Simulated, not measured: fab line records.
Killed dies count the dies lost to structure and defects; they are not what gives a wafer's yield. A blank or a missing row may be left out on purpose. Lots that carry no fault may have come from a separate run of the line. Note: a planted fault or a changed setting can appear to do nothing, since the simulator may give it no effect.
Problem report in the 8D (eight disciplines) form, filled by code    flow sky130    the parts of the form that need people (team, actions taken, sign-off) are left out

## 1. PROBLEM STATEMENT
Mean of heater_power_total_W at SKY_CAP2M_SOFTBAKE_08: 57.68 W across 6 wafers in 2 lots; on wafers with no fault it is 56.60 W (standard deviation 0.048). That puts it +22 standard deviations away from the usual mean.
The step: time 60 s.
Seen first at day 42 06:36 on litho_track-04, wafer L365.1. The record has a number at this step for 39 wafers belonging to 13 lots. Rule for "out" (also "out of limits"): further than 4 standard deviations from the usual mean. Any other wafer with a number is counted as sound.

## 2. WHAT IT IS, WHAT IT ISN'T
question                     is                                  is not
which readings at this step  heater_power_total_W, plate_temp_C  -
which lots                   L365, L366                          L359, L363, L367, L370, L371, L373, L374, L376, L377, L378, L381
which wafers of those lots   all that have a number              -
read on which tools          litho_track-04                      litho_track-02, litho_track-03
when                         from day 42 06:36                   up to then (6 sound wafers); but 27 sound wafers of L367, L370, L371, L373, L374, L376, L377, L378, L381 came after

## 3. SUSPECTS, AND WHAT RULES EACH OUT
Counting: a tool at a process step up to the reading stays a suspect if it ran every lot that is out and no sound lot after the first of them.
- rie_diel-04 at SKY_VIA3_ETCH_14 (etches BARC in N2/H2, stops on SiO2, time 45.9 s, target depth 60 nm): ruled out as a lasting fault. The sound lots L371, L378, L381 went through it after L365, its earliest lot that is out (day 41 17:45).
- pvd_sputter-02 at SKY_VIA3_SPUTTER_20 (material TiN, target thk 20 nm, time 80 s): ruled out as a lasting fault. The sound lots L376, L378 went through it after L365, its earliest lot that is out (day 41 18:29).
- litho_track-04 at SKY_CAP2M_SOFTBAKE_08 (time 60 s): kept. It processed each lot that is out, first L365 at day 42 06:36, and no sound lot thereafter; up to then, the last sound lot it processed was L363 at day 41 13:37. Its own heater_power_total_W, plate_temp_C readings are out on those wafers.
Left after counting: litho_track-04 at SKY_CAP2M_SOFTBAKE_08.

## 4. THE CAUSE (what the simulator had put in)
Drift in process parameters on litho_track-04 at SKY_CAP2M_SOFTBAKE_08, starting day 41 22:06. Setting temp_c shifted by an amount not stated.
Only this tool survived the counting.

## 5. THE EFFECT CHAIN, in route order
One row per reading whose mean, taken over the struck wafers that have a number, lies over 3 standard deviations from the usual. Readings are gone through only where the record gives a usual standard deviation; hours: the median, over the lots, of the time from a lot's start at the first step in this table giving one to that lot's start at this step; sigmas: the change measured in usual standard deviations.
hours  step                   reading               usual    on struck wafers  change  sigmas
0      SKY_CAP2M_SOFTBAKE_08  heater_power_total_W  56.60 W  57.68             +1.08   +22
0      SKY_CAP2M_SOFTBAKE_08  plate_temp_C          90.02 C  91.33             +1.31   +9.3
Here are the process steps it includes:
- SKY_CAP2M_SOFTBAKE_08: time 60 s.

## 6. HOW IT WOULD HAVE BEEN CAUGHT EARLIER
8 hours passed between the start of the fault at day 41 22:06 and the first reading out of limits in this record, taken at day 42 06:36.
